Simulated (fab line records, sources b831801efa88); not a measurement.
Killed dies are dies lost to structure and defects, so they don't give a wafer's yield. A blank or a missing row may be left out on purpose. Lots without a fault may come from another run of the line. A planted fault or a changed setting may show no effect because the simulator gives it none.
Chamber matching | flow sky130 | SKY_VIA3_CMP_02 on cmp-01: 4 sister chambers
The step polishes SiO2. 8 wafers are shown with their chamber, then 7 later ones without.

WAFERS WITH THEIR CHAMBER
wafer  | chamber | motor_current_A (A)
L189.6 | 3       | 11.7
L191.4 | 2       | 12.4
L191.5 | 1       | 14.9
L196.2 | 0       | 14.1
L196.4 | 2       | 13.3
L196.6 | 1       | 13.5
L197.1 | 3       | 11.3
L197.2 | 0       | 14.1

WAFERS WITHOUT THEIR CHAMBER
wafer  | motor_current_A (A)
L197.3 | 13.9
L198.2 | 11.9
L198.3 | 14.5
L198.4 | 13.3
L209.1 | 12.0
L209.5 | 13.6
L209.6 | 11.7

WHICH CHAMBER EACH WENT THROUGH
wafer  | from the rows above          | in truth
L197.3 | can't be placed: 0 or 1 or 2 | 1
L198.2 | can't be placed: 3 or 2      | 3
L198.3 | can't be placed: 1 or 0      | 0
L198.4 | can't be placed: 2 or 0 or 1 | 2
L209.1 | can't be placed: 3 or 2      | 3
L209.5 | can't be placed: 0 or 1 or 2 | 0
L209.6 | can't be placed: 3 or 2      | 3
Placed correctly: 0 of 7. Can't be placed from these rows: 7 (the true chamber is among the candidates in 7). Placed wrongly: 0.
How it was worked out, from the rows above alone: a wafer's distance from a chamber is the root of the sum, over the readings, of the square of ((its reading less the chamber's mean) divided by the reading's scatter). The wafer belongs to the nearest chamber; if the next one is less than 2 further off, it can't be placed. A chamber's mean is the mean of its shown wafers. The scatter: the root of (the sum of the squares of (reading less its chamber's mean) over the shown wafers, divided by (wafers less chambers)).
